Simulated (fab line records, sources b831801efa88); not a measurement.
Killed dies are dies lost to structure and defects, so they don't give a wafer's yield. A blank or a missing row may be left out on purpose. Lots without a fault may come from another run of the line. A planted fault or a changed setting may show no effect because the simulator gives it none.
fab line records | flow gf180mcu
record lots=14 wafers=42 last_day=34
route steps=602 shown SAB@276 M1@321 V1@357
lots that met no fault: from a run of the same line without faults
start_h: hours from the record's first day to the start of the lot's first wafer shown | wait_h: hours since the lot's step before | " the same as in the row above | L1.1+2: a row that stands for several wafers | - no value, or no start given | * or withheld: withheld | < > ~ a bound
route shown NAME@n: a module of which the file shows steps, and the number in the route of the first | usual: mean/standard deviation of fault-free wafers | same: alike in all rows | chamber/n: place in a boat | sites: the reading at each site | _std_site: their standard deviation | _edge_site: outer sites' mean less inner sites' | radius_mm: how far each site lies from the wafer's centre | mask NAME#n: copy n | behind: the tool/chamber that last shaped the wafer | hold: why the lot was held/for how many hours/how that ended | device: the transistor (n, p or np) that didn't switch | end of line: the same wafers' tests at the end of the route | a step without rows: its recipe alone | killed: dies lost to structure and defects at the first sort, not the wafer's yield | map: a wafer's dies, x killed, . not, _ none there
set.NAME: the setting as run; set.NAME@STEP: as run at that earlier step | model.NAME: the simulator's own value behind a step, which no gauge read
steps of the route over a sample of lots; a table a step, a row a wafer
services: from which hour (start_h, from the record's first day; less than 0 if before it) a tool's chamber was out of use, for how many hours, and why
## steps
# step GF_SAB_WET_ETCH_12
# recipe chemistry=dHF target_depth_nm=22 dry=n2_spin target=SiO2 temp_c=25 dilution=100:1 time_s=440
# usual run_length_s=468/3.4 temp_c=24.99/0.098
# columns lot.wafer tool chamber start_h wait_h run_length_s temp_c
L724.2 wet_bench-02 0 338.01 0.0 473 24.82
L724.3 " 0 " " 473 24.94
L724.5 " 0 " " 473 25.11
L725.3 wet_bench-04 0 346.11 0.0 473 24.81
L725.5 " 0 " " 473 24.84
L725.6 " 0 " " 473 24.95
L731.1 wet_bench-02 2 396.48 0.0 273 24.94
L731.3 " 2 " " 273 24.98
L731.5 " 2 " " 273 24.78
L735.2 wet_bench-02 3 437.17 0.0 272 25.03
L735.3 " 3 " " 272 24.93
L735.6 " 3 " " 272 25.02
L736.1 wet_bench-01 3 447.02 0.0 466 24.77
L736.3 " 3 " " 466 24.91
L736.5 " 3 " " 466 24.77
L738.3 wet_bench-04 0 460.92 0.0 473 24.96
L738.4 " 0 " " 473 24.95
L738.6 " 0 " " 473 24.89
L739.3 wet_bench-04 1 465.31 0.0 467 25.03
L739.5 " 1 " " 467 24.94
L739.6 " 1 " " 467 24.98
L741.1 wet_bench-01 0 485.37 0.0 475 25.11
L741.2 " 0 " " 475 24.92
L741.5 " 0 " " 475 25.09
L742.3 wet_bench-04 1 496.76 0.0 465 24.95
L742.4 " 1 " " 465 25.05
L742.6 " 1 " " 465 25.11
L743.1 wet_bench-01 3 503.41 0.0 465 25.01
L743.4 " 3 " " 465 24.95
L743.5 " 3 " " 465 24.97
L744.1 wet_bench-02 2 506.76 0.0 465 25.06
L744.3 " 2 " " 465 24.96
L744.6 " 2 " " 465 25.06
L745.3 wet_bench-04 3 516.66 0.0 466 24.94
L745.5 " 3 " " 466 24.98
L745.6 " 3 " " 466 24.86
L746.2 wet_bench-01 2 525.26 0.0 466 24.99
L746.3 " 2 " " 466 24.99
L746.5 " 2 " " 466 24.93
L747.1 wet_bench-01 1 536.26 0.0 467 25.03
L747.3 " 1 " " 467 24.91
L747.5 " 1 " " 467 24.94
# step GF_M1_THK_MEAS_06
# recipe thk_meas_gauge=xrf reads=AlCu_of_M1_SPUTTER_02
# usual M1_ALCU_THK=449/4
# columns lot.wafer tool chamber start_h wait_h M1_ALCU_THK[nm]
L724.2 film_metro-01 - 362.84 0.1 452
L724.3 " - " " 447
L724.5 " - " " 447
L725.3 film_metro-03 - 370.91 0.1 447
L725.5 " - " " 448
L725.6 " - " " 456
L731.1 film_metro-03 - 423.34 0.1 446
L731.3 " - " " 442
L731.5 " - " " 448
L735.2 film_metro-01 - 465.44 0.1 457
L735.3 " - " " 457
L735.6 " - " " 448
L736.1 film_metro-03 - 474.58 0.1 450
L736.3 " - " " 451
L736.5 " - " " 449
L738.3 film_metro-01 - 488.67 0.1 451
L738.4 " - " " 454
L738.6 " - " " 450
L739.3 film_metro-04 - 492.34 0.1 449
L739.5 " - " " 447
L739.6 " - " " 441
L741.1 film_metro-03 - 511.67 0.1 456
L741.2 " - " " 447
L741.5 " - " " 445
L742.3 film_metro-03 - 523.44 0.1 450
L742.4 " - " " 446
L742.6 " - " " 449
L743.1 film_metro-04 - 530.22 0.1 448
L743.4 " - " " 450
L743.5 " - " " 454
L744.1 film_metro-04 - 533.32 0.1 453
L744.3 " - " " 450
L744.6 " - " " 449
L745.3 film_metro-01 - 542.39 0.1 451
L745.5 " - " " 450
L745.6 " - " " 448
L746.2 film_metro-04 - 550.99 0.1 448
L746.3 " - " " 451
L746.5 " - " " 451
L747.1 film_metro-04 - 561.77 0.1 455
L747.3 " - " " 454
L747.5 " - " " 460
# step GF_M1_OVL_MEAS_15
# usual M1_OVL=0/5.9
# columns lot.wafer tool chamber start_h wait_h M1_OVL[nm]
L724.2 overlay-01 - 385.22 0.1 -17
L724.3 " - " " -7
L724.5 " - " " -11
L725.3 overlay-02 - 393.38 0.1 -1
L725.5 " - " " -3
L725.6 " - " " -3
L731.1 overlay-02 - 447.90 0.1 -1
L731.3 " - " " 0
L731.5 " - " " -6
L735.2 overlay-02 - 489.41 0.1 7
L735.3 " - " " 6
L735.6 " - " " 8
L736.1 overlay-01 - 498.56 0.1 -3
L736.3 " - " " 0
L736.5 " - " " 3
L738.3 overlay-01 - 513.03 0.1 -5
L738.4 " - " " 0
L738.6 " - " " -5
L739.3 overlay-02 - 515.85 0.1 4
L739.5 " - " " 4
L739.6 " - " " 4
L741.1 overlay-01 - 534.91 0.1 6
L741.2 " - " " 10
L741.5 " - " " 6
L742.3 overlay-01 - 546.32 0.1 8
L742.4 " - " " 4
L742.6 " - " " 7
L743.1 overlay-01 - 552.55 0.1 -6
L743.4 " - " " -1
L743.5 " - " " -4
L744.1 overlay-02 - 555.71 0.1 -9
L744.3 " - " " -6
L744.6 " - " " -6
L745.3 overlay-01 - 564.37 0.1 6
L745.5 " - " " 5
L745.6 " - " " 2
L746.2 overlay-01 - 572.41 0.1 -4
L746.3 " - " " 4
L746.5 " - " " -1
L747.1 overlay-02 - 584.16 0.1 -10
L747.3 " - " " -10
L747.5 " - " " -9
# step GF_V1_SPUTTER_22
# recipe material=TiN target_thk_nm=10 chamber_pressure_pa=5 power_w=4000 time_s=40
# usual throttle_valve_pct=29.5/0.81
# columns lot.wafer tool chamber start_h wait_h throttle_valve_pct
L724.2 pvd_sputter-01 - 411.27 0.0 30.2
L724.3 " - " " 29.3
L724.5 " - " " 29.9
L725.3 pvd_sputter-03 - 418.97 0.0 30.5
L725.5 " - " " 30.2
L725.6 " - " " 29.1
L731.1 pvd_sputter-03 - 474.82 0.0 30.7
L731.3 " - " " 30.4
L731.5 " - " " 30.4
L735.2 pvd_sputter-02 - 515.64 0.0 29.0
L735.3 " - " " 29.4
L735.6 " - " " 28.9
L736.1 pvd_sputter-02 - 523.91 0.0 31.0
L736.3 " - " " 28.6
L736.5 " - " " 29.0
L738.3 pvd_sputter-01 - 538.14 0.0 28.2
L738.4 " - " " 28.9
L738.6 " - " " 28.8
L739.3 pvd_sputter-03 - 540.87 0.0 30.3
L739.5 " - " " 30.5
L739.6 " - " " 30.5
L741.1 pvd_sputter-02 - 558.82 0.0 29.1
L741.2 " - " " 28.4
L741.5 " - " " 31.0
L742.3 pvd_sputter-02 - 570.64 0.0 28.0
L742.4 " - " " 29.5
L742.6 " - " " 28.4
L743.1 pvd_sputter-03 - 575.71 0.0 30.2
L743.4 " - " " 29.0
L743.5 " - " " 30.1
L744.1 pvd_sputter-01 - 580.26 0.0 28.7
L744.3 " - " " 29.9
L744.6 " - " " 28.4
L745.3 pvd_sputter-01 - 588.73 0.0 29.1
L745.5 " - " " 28.8
L745.6 " - " " 29.4
L746.2 pvd_sputter-03 - 595.92 0.0 30.6
L746.3 " - " " 30.9
L746.5 " - " " 30.5
L747.1 pvd_sputter-03 - 608.80 0.0 29.0
L747.3 " - " " 30.4
L747.5 " - " " 30.7
## services
# columns tool chamber start_h hours kind
pvd_sputter-01 - 321.82 3.2 repair
pvd_sputter-02 - 343.19 14.8 repair
wet_bench-02 - 431.15 2.1 repair
pvd_sputter-03 - 477.96 8.6 repair
pvd_sputter-03 - 489.53 4.8 repair
pvd_sputter-01 - 516.42 2.4 repair
## key
first_sign step=GF_SAB_WET_ETCH_12 reading=run_length_s direction=down sigmas=58 usual=* struck=*
effect none on later readings
met_at GF_SAB_WET_ETCH_12
struck_lots L731,L735
tester_left_out L731,L735
loop_trim step=GF_M1_EXPOSE_11 setting=dose lots=L731,L735
not_acting_at GF_M1_THK_MEAS_06,GF_M1_OVL_MEAS_15,GF_V1_SPUTTER_22
onset_between 338.01 396.48
fault kind=process_parameter_drift tool=wet_bench-02 chamber=- onset_h=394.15 steps=GF_SAB_WET_ETCH_12 channel=time_s offset=* shape=step end_h=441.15 acts_in=* stated=*
# tester_left_out: of these lots the tester's yield and bins aren't shown, on N5 and GAA mostly nor the transistor test; their killed dies are dies lost to structure and defects alone, not to doping, threshold or leakage, so they don't give the yield
# loop_trim: a control loop set the setting to another value than it would have without faults
